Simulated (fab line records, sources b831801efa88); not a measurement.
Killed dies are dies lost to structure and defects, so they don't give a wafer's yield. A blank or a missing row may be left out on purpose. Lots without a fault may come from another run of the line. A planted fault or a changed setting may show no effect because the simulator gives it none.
fab line records | flow sky130
record lots=5 wafers=15 last_day=51
route steps=708 shown METAL5@671 PASSIVATION@681 PAD_OPEN@694
lots that met no fault: from a run of the same line without faults
start_h: hours from the record's first day to the start of the lot's first wafer shown | wait_h: hours since the lot's step before | " the same as in the row above | L1.1+2: a row that stands for several wafers | - no value, or no start given | * or withheld: withheld | < > ~ a bound
route shown NAME@n: a module of which the file shows steps, and the number in the route of the first | usual: mean/standard deviation of fault-free wafers | same: alike in all rows | chamber/n: place in a boat | sites: the reading at each site | _std_site: their standard deviation | _edge_site: outer sites' mean less inner sites' | radius_mm: how far each site lies from the wafer's centre | mask NAME#n: copy n | behind: the tool/chamber that last shaped the wafer | hold: why the lot was held/for how many hours/how that ended | device: the transistor (n, p or np) that didn't switch | end of line: the same wafers' tests at the end of the route | a step without rows: its recipe alone | killed: dies lost to structure and defects at the first sort, not the wafer's yield | map: a wafer's dies, x killed, . not, _ none there
set.NAME: the setting as run; set.NAME@STEP: as run at that earlier step | model.NAME: the simulator's own value behind a step, which no gauge read
lots at some steps of the route; a table a step, a row a wafer
services: from which hour (start_h, from the record's first day; less than 0 if before it) a tool's chamber was out of use, for how many hours, and why
## steps
# step SKY_METAL5_SOFTBAKE_10
# recipe temp_c=90 time_s=60 resist=NOVOLAK
# step SKY_METAL5_EXPOSE_11
# recipe mask_id=MM5 na=0.6 source_shape=conventional sigma_outer=0.6 polarization=unpolarized target_cd_nm=1600 dose_mj=190
# step SKY_METAL5_PEB_12
# recipe temp_c=withheld time_s=* resist=NOVOLAK
# step SKY_METAL5_DEVELOP_13
# recipe resist=NOVOLAK developer=TMAH develop_time_s=60 dev_temp_c=23
# step SKY_METAL5_DESCUM_14
# recipe chemistry=O2 source_power_w=150 bias_power_w=0 pressure_mtorr=10 temp_c=40 time_s=11
# usual drypump_motor_current_A=5.5/0.38 he_backside_leak_sccm=3.36/0.28 oes_product_au=1.005/0.008
# same bias_power_w=0
# columns lot.wafer tool chamber start_h wait_h drypump_motor_current_A he_backside_leak_sccm oes_product_au rf_hours_counter_h
L212.3 rie_metal-01 0 1032.03 0.1 5.1 3.75 0.998 -
L212.5 " 1 " " 6.2 3.57 1.005 -
L212.6 " 0 " " 5.1 3.81 1.002 -
L215.1 rie_metal-01 1 1066.37 0.1 6.1 3.38 1.002 16
L215.2 " 0 " " 5.1 3.52 1.003 13
L215.6 " 0 " " 5.1 3.47 1.014 -
L219.1 rie_metal-01 1 1089.34 0.1 6.1 3.52 1.009 18
L219.2 " 0 " " 5.1 3.47 0.996 15
L219.6 " 1 " " 6.1 3.51 0.990 -
L234.3 rie_metal-03 0 1174.24 0.1 5.4 3.16 1.017 -
L234.4 " 1 " " 5.3 3.28 1.018 -
L234.6 " 1 " " 5.3 3.65 1.014 -
L235.1 rie_metal-02 0 1177.98 0.1 6.0 3.05 0.991 19
L235.3 " 1 " " 5.3 2.98 1.001 -
L235.6 " 0 " " 6.0 3.09 1.003 -
# step SKY_METAL5_METAL_ETCH_15
# recipe target_depth_a=12600 stop_on=SiO2 over_etch_frac=0.2 time_s=252 chemistry=Cl2/BCl3 resist_sidewall_deg=86 pressure_mtorr=10 icp_w=900 bias_w=48.5 Cl2_flow_sccm=60 bcl3_flow_sccm=30
# usual bias_w=48.50/0.15 drypump_motor_current_A=5.5/0.38 he_backside_leak_sccm=3.32/0.23 oes_product_au=0.894/0.0053 throttle_valve_pct=22.264/0.0085
# columns lot.wafer tool chamber start_h wait_h bias_w drypump_motor_current_A he_backside_leak_sccm oes_product_au rf_hours_counter_h throttle_valve_pct
L212.3 rie_metal-01 0 1032.14 0.1 48.64 5.1 3.33 0.893 - 22.261
L212.5 " 1 " " 48.78 6.1 3.55 0.892 - 22.273
L212.6 " 0 " " 48.53 5.1 3.36 0.892 - 22.257
L215.1 rie_metal-01 1 1066.41 0.0 48.36 6.1 3.55 0.901 16 22.262
L215.2 " 0 " " 48.52 5.1 3.38 0.898 13 22.260
L215.6 " 0 " " 48.64 5.1 3.58 0.888 - 22.259
L219.1 rie_metal-01 1 1089.37 0.0 48.42 6.2 3.44 0.899 18 22.271
L219.2 " 0 " " 48.62 5.1 3.60 0.897 15 22.250
L219.6 " 1 " " 48.68 6.2 3.54 0.892 - 22.267
L234.3 rie_metal-03 0 1174.34 0.1 48.67 5.4 2.88 0.901 - 22.264
L234.4 " 1 " " 48.43 5.3 3.43 0.894 - 22.263
L234.6 " 1 " " 48.44 5.3 3.58 0.891 - 22.264
L235.1 rie_metal-02 0 1178.01 0.0 48.49 6.0 3.29 0.886 19 22.274
L235.3 " 1 " " 48.23 5.3 3.18 0.900 - 22.270
L235.6 " 0 " " 48.72 6.0 3.14 0.897 - 22.263
# step SKY_METAL5_STRIP_16
# recipe chemistry=O2/N2 power_w=1400 pressure_mtorr=1500 platen_temp_c=withheld o2_flow_sccm=3000 n2_flow_sccm=300 overash_fraction=0.5
# usual drypump_motor_current_A=5.4/0.53 oes_product_au=0.710/0.0041 strip_time_to_endpoint_s=13.02/0.11
# columns lot.wafer tool chamber start_h wait_h drypump_motor_current_A oes_product_au rf_hours_counter_h strip_time_to_endpoint_s
L212.3 plasma_asher-01 1 1032.33 0.1 4.9 0.717 - 13.06
L212.5 " 0 " " 5.7 0.704 - 13.05
L212.6 " 1 " " 4.8 0.712 - 13.10
L215.1 plasma_asher-03 1 1066.64 0.2 5.8 0.706 32 13.11
L215.2 " 0 " " 6.3 0.707 32 13.02
L215.6 " 1 " " 5.8 0.705 - 13.08
L219.1 plasma_asher-01 0 1089.60 0.2 5.7 0.712 2 13.09
L219.2 " 1 " " 4.8 0.714 2 13.08
L219.6 " 1 " " 4.8 0.700 - 13.17
L234.3 plasma_asher-01 1 1174.53 0.1 4.8 0.708 - 12.79
L234.4 " 0 " " 5.7 0.711 - 12.98
L234.6 " 1 " " 4.8 0.711 - 12.90
L235.1 plasma_asher-01 0 1178.24 0.2 5.7 0.711 11 13.14
L235.3 " 0 " " 5.7 0.711 - 13.07
L235.6 " 1 " " 4.8 0.709 - 13.17
# step SKY_METAL5_STRIP_17
# recipe chemistry=post_etch_residue_remover time_s=1200 temp_c=72.5
# step SKY_METAL5_CLEAN_18
# recipe chemistry=IPA time_s=180 temp_c=25
# step SKY_METAL5_CLEAN_19
# recipe chemistry=O3/DIW dry=n2_spin
# step SKY_PASSIVATION_CVD_00
# recipe material=SiO2 target_thk_nm=90 temp_c=400 time_s=withheld rf_w=600
# usual heater_power_w=621/110
# columns lot.wafer tool chamber start_h wait_h heater_power_w
L212.3 pecvd-01 1 1032.89 0.0 649
L212.5 " 2 " " 602
L212.6 " 1 " " 628
L215.1 pecvd-01 1 1067.23 0.0 569
L215.2 " 0 " " 781
L215.6 " 2 " " 655
L219.1 pecvd-04 2 1090.24 0.0 720
L219.2 " 0 " " 436
L219.6 " 2 " " 715
L234.3 pecvd-03 0 1175.32 0.0 637
L234.4 " 0 " " 616
L234.6 " 1 " " 596
L235.1 pecvd-03 0 1178.84 0.0 617
L235.3 " 1 " " 675
L235.6 " 1 " " 665
# step SKY_PASSIVATION_THK_MEAS_01
# recipe reads=SiO2_of_PASSIVATION_CVD_00
# usual PASSIVATION_CVD_00_THK=89.6/1.1
# columns lot.wafer tool chamber start_h wait_h PASSIVATION_CVD_00_THK[nm]
L212.3 film_metro-02 - 1032.93 - 89.2
L212.5 " - " " 90.1
L212.6 " - " " 88.9
L215.1 film_metro-02 - 1067.26 - 88.5
L215.2 " - " " 87.9
L215.6 " - " " 90.9
L219.1 film_metro-04 - 1090.26 - 88.3
L219.2 " - " " 89.1
L219.6 " - " " 90.8
L234.3 film_metro-04 - 1175.36 - 90.7
L234.4 " - " " 91.2
L234.6 " - " " 90.9
L235.1 film_metro-01 - 1178.86 - 89.8
L235.3 " - " " 89.2
L235.6 " - " " 90.5
# step SKY_PASSIVATION_CVD_02
# recipe material=Si3N4 target_thk_nm=540 temp_c=400 time_s=withheld rf_w=450
# usual heater_power_w=667/94
# columns lot.wafer tool chamber start_h wait_h heater_power_w model.Si3N4_of_PASSIVATION_CVD_02.thk_nm
L212.3 pecvd-03 2 1032.97 0.0 646 527
L212.5 " 0 " " 613 535.8
L212.6 " 1 " " 631 541.5
L215.1 pecvd-03 1 1067.32 0.1 738 542.5
L215.2 " 0 " " 690 545.7
L215.6 " 1 " " 596 559.9
L219.1 pecvd-03 1 1090.32 0.1 711 535.8
L219.2 " 2 " " 681 533.5
L219.6 " 0 " " 683 513.8
L234.3 pecvd-01 2 1175.40 0.0 573 542
L234.4 " 1 " " 704 557.6
L234.6 " 2 " " 631 549.1
L235.1 pecvd-04 2 1178.92 0.1 916 537.1
L235.3 " 0 " " 486 534.7
L235.6 " 0 " " 517 541.5
# step SKY_PASSIVATION_THK_MEAS_03
# recipe reads=Si3N4_of_PASSIVATION_CVD_02
# usual PASSIVATION_CVD_02_THK=541/7.1
# columns lot.wafer tool chamber start_h wait_h PASSIVATION_CVD_02_THK[nm]
L212.3 film_metro-01 - 1033.22 - 527
L212.5 " - " " 536
L212.6 " - " " 542
L215.1 film_metro-02 - 1067.54 - 542
L215.2 " - " " 546
L215.6 " - " " 560
L219.1 film_metro-01 - 1090.54 - 536
L219.2 " - " " 533
L219.6 " - " " 514
L234.3 film_metro-04 - 1175.64 - 542
L234.4 " - " " 558
L234.6 " - " " 549
L235.1 film_metro-02 - 1179.14 - 537
L235.3 " - " " 535
L235.6 " - " " 541
# step SKY_PASSIVATION_DEHYDRATE_04
# recipe temp_c=200 time_s=60
# step SKY_PASSIVATION_HMDS_05
# recipe prime_time_s=60 prime_temp_c=120
# step SKY_PASSIVATION_COAT_06
# recipe spin_rpm=2000 resist_thk_nm=3000
# step SKY_PASSIVATION_SOFTBAKE_07
# recipe temp_c=110 time_s=withheld
# step SKY_PASSIVATION_EXPOSE_08
# recipe mask_id=NSM target_cd_nm=3000 na=0.57 dose_mj=260
# step SKY_PASSIVATION_PEB_09
# recipe temp_c=115 time_s=withheld
# step SKY_PASSIVATION_DEVELOP_10
# recipe develop_time_s=60 dev_temp_c=23
# step SKY_PASSIVATION_ETCH_11
# recipe chemistry=CF4/O2 target_depth_nm=725 stop_on=AlCu source_w=800 bias_w=150 pressure_mtorr=150 cf4_flow_sccm=80 O2_flow_sccm=10 time_s=161.1
# usual bias_w=150.0/0.46 drypump_motor_current_A=5.6/0.47 oes_product_au=0.978/0.0074 throttle_valve_pct=5.965/0.0094
# columns lot.wafer tool chamber start_h wait_h bias_w drypump_motor_current_A oes_product_au rf_hours_counter_h throttle_valve_pct model.etch.depth_nm model.PASSIVATION.feature_depth_nm
L212.3 rie_diel-04 1 1054.79 - 150.1 5.2 0.963 19 5.948 691.8 691.8
L212.5 " 2 " " 149.9 5.6 0.970 - 5.973 701.1 701.1
L212.6 " 1 " " 149.4 5.2 0.980 - 5.964 706.2 706.2
L215.1 rie_diel-04 0 1088.77 - 149.8 5.3 0.976 12 5.967 706.8 706.8
L215.2 " 2 " " 150.6 5.6 0.976 27 5.969 708.4 708.4
L215.6 " 3 " " 149.9 6.6 0.996 - 5.962 725 725
L219.1 rie_diel-03 2 1111.17 - 150.7 5.9 0.963 1 5.966 699.4 699.4
L219.2 " 3 " " 149.5 6.2 0.973 22 5.963 699.2 699.2
L219.6 " 3 " " 150.7 6.2 0.962 - 5.967 681.7 681.7
L234.3 rie_diel-01 0 1192.59 - 150.1 5.5 0.982 23 5.941 706.8 706.8
L234.4 " 1 " " 149.6 5.0 0.997 13 5.974 722.9 722.9
L234.6 " 3 " " 150.7 5.1 0.988 - 5.956 713.8 713.8
L235.1 rie_diel-04 2 1195.85 - 150.0 5.6 0.972 3 5.967 701.3 701.3
L235.3 " 3 " " 149.3 6.6 0.975 25 5.968 698.5 698.5
L235.6 " 3 " " 149.8 6.6 0.983 - 5.977 706.5 706.5
# step SKY_PASSIVATION_STRIP_12
# recipe chemistry=O2/N2 power_w=1400 pressure_mtorr=1500 platen_temp_c=withheld overash_fraction=0.7 o2_flow_sccm=3000 n2_flow_sccm=300
# step SKY_PAD_OPEN_DEHYDRATE_00
# recipe temp_c=200 time_s=60
# step SKY_PAD_OPEN_HMDS_01
# recipe prime_time_s=60 prime_temp_c=120
# step SKY_PAD_OPEN_COAT_02
# recipe spin_rpm=2000 resist_thk_nm=3000
# step SKY_PAD_OPEN_SOFTBAKE_03
# recipe temp_c=110 time_s=withheld
# step SKY_PAD_OPEN_EXPOSE_04
# recipe mask_id=PDM target_cd_nm=60000 na=0.57 dose_mj=260
# step SKY_PAD_OPEN_PEB_05
# recipe temp_c=115 time_s=withheld
# step SKY_PAD_OPEN_DEVELOP_06
# recipe develop_time_s=60 dev_temp_c=23
# step SKY_PAD_OPEN_ETCH_07
# recipe chemistry=CF4/O2 target_depth_nm=725 stop_on=AlCu source_w=800 bias_w=150 pressure_mtorr=150 cf4_flow_sccm=80 O2_flow_sccm=10 time_s=161.1
# usual bias_w=150.0/0.49 drypump_motor_current_A=5.7/0.5 oes_product_au=0.978/0.0074 throttle_valve_pct=5.964/0.01
# columns lot.wafer tool chamber start_h wait_h bias_w drypump_motor_current_A oes_product_au rf_hours_counter_h throttle_valve_pct model.PAD_OPEN.feature_depth_nm model.etch.depth_nm
L212.3 rie_diel-02 1 1076.20 - 150.1 6.1 0.978 25 5.954 691.8 691.8
L212.5 " 0 " " 149.9 5.2 0.976 - 5.949 701.1 701.1
L212.6 " 3 " " 150.3 5.0 0.984 - 5.963 706.2 706.2
L215.1 rie_diel-03 2 1109.20 - 149.9 5.9 0.981 1 5.962 706.8 706.8
L215.2 " 0 " " 149.0 5.3 0.985 16 5.964 708.4 708.4
L215.6 " 3 " " 150.0 6.1 0.979 - 5.970 718.1 718.1
L219.1 rie_diel-04 0 1131.49 - 149.9 5.3 0.969 14 5.949 699.4 699.4
L219.2 " 2 " " 150.4 5.6 0.974 0 5.957 699.2 699.2
L219.6 " 2 " " 149.6 5.6 0.955 - 5.952 681.7 681.7
L234.3 rie_diel-02 2 1206.88 - 150.0 6.1 0.976 11 5.963 706.8 706.8
L234.4 " 1 " " 150.5 6.1 0.985 29 5.979 722.9 722.9
L234.6 " 3 " " 149.5 5.0 0.976 - 5.972 713.8 713.8
L235.1 rie_diel-03 3 1211.73 - 150.8 6.2 0.985 26 5.984 701.3 701.3
L235.3 " 0 " " 151.4 5.2 0.976 20 5.961 698.5 698.5
L235.6 " 2 " " 149.6 5.9 0.982 - 5.961 706.5 706.5
# step SKY_PAD_OPEN_STRIP_08
# recipe chemistry=O2/N2 power_w=1400 pressure_mtorr=1500 platen_temp_c=withheld overash_fraction=0.7 o2_flow_sccm=3000 n2_flow_sccm=300
# usual drypump_motor_current_A=5.2/0.31 oes_product_au=0.662/0.0045 strip_time_to_endpoint_s=37.07/0.1
# columns lot.wafer tool chamber start_h wait_h drypump_motor_current_A oes_product_au rf_hours_counter_h strip_time_to_endpoint_s
L212.3 plasma_asher-04 0 1076.34 0.1 5.2 0.663 - 37.10
L212.5 " 1 " " 4.9 0.659 - 37.03
L212.6 " 0 " " 5.2 0.657 - 37.12
L215.1 plasma_asher-04 1 1109.31 0.1 4.9 0.656 66 37.02
L215.2 " 0 " " 5.2 0.666 66 37.05
L215.6 " 0 " " 5.2 0.659 - 37.05
L219.1 plasma_asher-02 0 1131.59 0.1 5.1 0.661 101 37.17
L219.2 " 1 " " 5.6 0.662 101 37.13
L219.6 " 0 " " 5.1 0.662 - 37.11
L234.3 plasma_asher-01 1 1207.02 0.1 4.8 0.659 - 37.26
L234.4 " 0 " " 5.7 0.661 - 37.18
L234.6 " 0 " " 5.7 0.663 - 37.15
L235.1 plasma_asher-02 1 1211.84 0.1 5.6 0.661 108 37.12
L235.3 " 0 " " 5.1 0.659 - 37.25
L235.6 " 0 " " 5.1 0.665 - 37.17
# step SKY_PAD_OPEN_STRIP_09
# recipe chemistry=post_etch_residue_remover time_s=1200 temp_c=72.5
# columns lot.wafer tool chamber start_h wait_h model.Si3N4_of_PASSIVATION_CVD_02.thk_nm
L212.3 wet_bench-04 1 1076.41 0.0 526.6
L212.5 " 1 " " 535.5
L212.6 " 1 " " 541.2
L215.1 wet_bench-01 1 1109.41 0.1 542.1
L215.2 " 1 " " 545.4
L215.6 " 1 " " 559.5
L219.1 wet_bench-02 0 1131.69 0.1 535.5
L219.2 " 0 " " 533.2
L219.6 " 0 " " 513.5
L234.3 wet_bench-04 0 1207.09 0.0 541.7
L234.4 " 0 " " 557.3
L234.6 " 0 " " 548.7
L235.1 wet_bench-01 3 1211.94 0.1 536.8
L235.3 " 3 " " 534.4
L235.6 " 3 " " 541.2
# step SKY_PAD_OPEN_CLEAN_10
# recipe chemistry=IPA time_s=180 temp_c=25
# step SKY_PAD_OPEN_PROBE_99
# usual defect_limited_yield=82.2/2.1 killed_at_M0_to_M3=44/7.4 killed_at_M4_up=3.1/1.8 killed_at_contacts=25/6 killed_at_front_end=15/4.4 killed_at_other=0.3/0.49 killed_dies=88/10 killed_open=48/7.4 killed_short=39/6.3 sort_bin_3_pad_short=0.9/0.4 sort_bin_5_function=10.5/1.5 sort_bin_6_memory=6.5/1.3 sort_n_pass=404/10 sort_yield_pct=82.2/2.1
# same gross_dies=492 killed_at_back_side=0 sort_bin_4_leakage[%]=0 sort_bin_8_speed[%]=0
# columns lot.wafer tool chamber start_h wait_h defect_limited_yield[%] killed_at_M0_to_M3 killed_at_M4_up killed_at_contacts killed_at_front_end killed_at_other killed_dies killed_open killed_short sort_bin_3_pad_short[%] sort_bin_5_function[%] sort_bin_6_memory[%] sort_n_pass sort_yield_pct[%]
L212.3 prober-02 - 1078.62 0.2 81.5 47 4 24 16 0 91 51 40 1.0 9.8 7.7 401 81.5
L212.5 prober-02 - 1078.72 0.2 82.7 46 1 17 20 1 85 46 39 0.6 10.0 6.7 407 82.7
L212.6 prober-02 - 1078.77 0.2 87.0 34 2 19 9 0 64 30 34 1.0 6.3 5.7 428 87.0
# killed by level:class
L212.3 VIA3:geometric_particle:open=11 VIA1:geometric_particle:open=11 CONTACT:geometric_particle:open=7 LI_CONTACT:geometric_particle:open=6 LI_CONTACT:geometric_particle:short=5 VIA2:geometric_particle:open=5 FIELD_ISO:geometric_particle:short=4 METAL1:geometric_particle:short=4
L212.5 METAL1:geometric_particle:short=10 VIA1:geometric_particle:open=10 FIELD_ISO:geometric_particle:short=8 CONTACT:geometric_particle:open=8 VIA2:geometric_particle:open=7 POLY_GATE:geometric_particle:open=5 VIA2:geometric_particle:short=4 METAL2:geometric_particle:short=4
L212.6 LI_CONTACT:geometric_particle:open=8 VIA3:geometric_particle:open=6 METAL1:geometric_particle:short=5 CONTACT:geometric_particle:open=5 VIA2:geometric_particle:short=5 METAL3:geometric_particle:short=4 FIELD_ISO:geometric_particle:short=3 CONTACT:geometric_particle:short=3
## services
# columns tool chamber start_h hours kind
pecvd-04 2 1026.62 5.1 repair
pecvd-04 1 1028.72 3.9 repair
rie_diel-01 - 1037.64 4.3 pm
pecvd-03 - 1047.64 0.6 repair
plasma_asher-01 - 1055.25 9.0 pm
plasma_asher-01 0 1055.25 9.0 vent_cycle
plasma_asher-01 1 1055.25 9.0 vent_cycle
plasma_asher-04 - 1071.79 4.3 pm
pecvd-03 0 1075.76 1.7 repair
rie_diel-01 1 1084.37 7.1 repair
rie_diel-04 3 1089.70 3.3 repair
rie_diel-04 3 1099.33 8.9 repair
wet_bench-04 - 1125.05 58.4 repair
rie_diel-02 0 1132.02 8.6 repair
plasma_asher-02 - 1133.78 6.8 repair
rie_metal-03 1 1153.24 5.1 repair
rie_diel-02 - 1162.04 3.4 repair
rie_diel-02 0 1164.35 2.2 repair
rie_diel-01 - 1170.56 0.5 repair
rie_diel-03 3 1176.37 6.3 repair
rie_diel-02 1 1177.60 9.7 repair
rie_diel-02 - 1178.21 15.6 pm
rie_metal-01 0 1190.42 3.6 repair
rie_diel-01 0 1199.74 7.6 repair
## key
first_sign step=SKY_PASSIVATION_THK_MEAS_03 reading=PASSIVATION_CVD_02_THK direction=down sigmas=3.8 usual=541 struck=514
effect step=SKY_PAD_OPEN_ETCH_07 reading=oes_product_au direction=down sigmas=3.1 usual=0.978 struck=0.955
model_effect step=SKY_PASSIVATION_CVD_02 value=Si3N4_of_PASSIVATION_CVD_02.thk_nm without=539.4 struck=513.8
model_effect step=SKY_PASSIVATION_ETCH_11 value=etch.depth_nm without=707.3 struck=681.7
model_effect step=SKY_PAD_OPEN_ETCH_07 value=PAD_OPEN.feature_depth_nm without=707.3 struck=681.7
model_effect step=SKY_PAD_OPEN_STRIP_09 value=Si3N4_of_PASSIVATION_CVD_02.thk_nm without=539 struck=513.5
met_at SKY_PASSIVATION_CVD_02
struck_wafers L219.6
onset_between 1067.32 1090.32
fault kind=process_parameter_drift tool=pecvd-03 chamber=- onset_h=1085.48 steps=SKY_PASSIVATION_CVD_02 channel=time_s offset=withheld shape=step end_h=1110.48 scope=struck_wafers_only acts_in=*
